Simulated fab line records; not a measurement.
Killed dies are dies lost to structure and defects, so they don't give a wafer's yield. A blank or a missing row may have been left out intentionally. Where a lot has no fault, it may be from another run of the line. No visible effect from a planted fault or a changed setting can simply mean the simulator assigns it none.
2 desks, one fault ; flow sky130 ; numbers are kept per desk, each desk with only its own; the story behind them comes last

## TOOL OWNER'S DESK, pvd_sputter-01
At SKY_CAP2M_SPUTTER_02 (material TiN, target thk 200 nm, time 166.7 s) the tool's own readings: per lot run on this tool, the mean of the sampled wafers that have a number. If a lot's mean is further than 4 standard deviations from the usual mean, the lot is out of limits and carries the mark OUT (the distance appears in the brackets).
Columns: A = cathode_dc_power_W at SKY_CAP2M_SPUTTER_02, usual 6500.0 W; B = chamber_pressure_pa at SKY_CAP2M_SPUTTER_02, usual 0.4001 Pa; C = throttle_valve_pct at SKY_CAP2M_SPUTTER_02, usual 29.8 %
lot;first seen here;A;B;C
L935;day 40 12:59;6499.9;0.4003;29.6
L939;day 41 15:13;6500.4;0.3999;29.9
L940;day 42 02:31;6500.9;0.4003;29.6
L952;day 45 05:25;6499.9;0.4009;29.5
L953;day 45 09:56;6500.1;0.4002;29.6
L954;day 45 13:05;6500.6;0.4002;29.3
L955;day 45 18:37;6499.8;0.4004;29.8
This desk found nothing out of limits on any of the 7 lots.

## METROLOGY DESK
Lot by lot, what the gauges showed, no matter which tool ran the lot: averages of those sampled wafers that carry a number. If a lot's mean is further than 4 standard deviations from the usual mean, the lot is out of limits and carries the mark OUT (the distance appears in the brackets).
Columns: A = CAP2M_CVD_00_THK at SKY_CAP2M_THK_MEAS_01, usual 15.45 nm; B = CAP2M_TIN_RS at SKY_CAP2M_RS_MEAS_03, usual 6.96 ohm/sq; C = CAP2M_TIN_THK at SKY_CAP2M_THK_MEAS_04, usual 197.5 nm
lot;first seen here;A;B;C
L935;day 40 12:56;15.49;6.84;201.1
L939;day 41 15:11;15.45;8.69 (+23) OUT;162.9 (-16) OUT
L940;day 42 02:28;15.65;7.79 (+11) OUT;181.2 (-7.4) OUT
L949;day 44 11:10;15.33;6.92;198.9
L951;day 44 14:16;15.42;6.94;198.2
L952;day 45 05:22;15.62;6.94;198.1
L953;day 45 09:52;15.56;6.95;197.8
L954;day 45 13:02;15.28;7.00;195.5
L955;day 45 18:35;15.71;6.97;196.6
This desk reports L939, L940 out of limits; the earliest was L939 at day 41 15:22 (CAP2M_TIN_RS at SKY_CAP2M_RS_MEAS_03). L935, L949, L951, L952, L953, L954, L955 stayed within limits.

## PUT TOGETHER
An alarm was possible from the metrology desk at day 41 15:22, on L939, L940.
Nothing out of limits was seen by the tool owner's desk.
Tool owner's desk: L939, L940 on record, inside its limits.
Every lot named ran SKY_CAP2M_SPUTTER_02 on pvd_sputter-01.

## WHAT THE SIMULATOR HAD PUT IN
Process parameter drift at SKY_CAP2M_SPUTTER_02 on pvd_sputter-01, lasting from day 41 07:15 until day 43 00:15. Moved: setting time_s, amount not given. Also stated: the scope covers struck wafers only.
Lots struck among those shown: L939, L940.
Time in hours between the start of the fault and the first out-of-limits reading at each desk: metrology desk, 8.
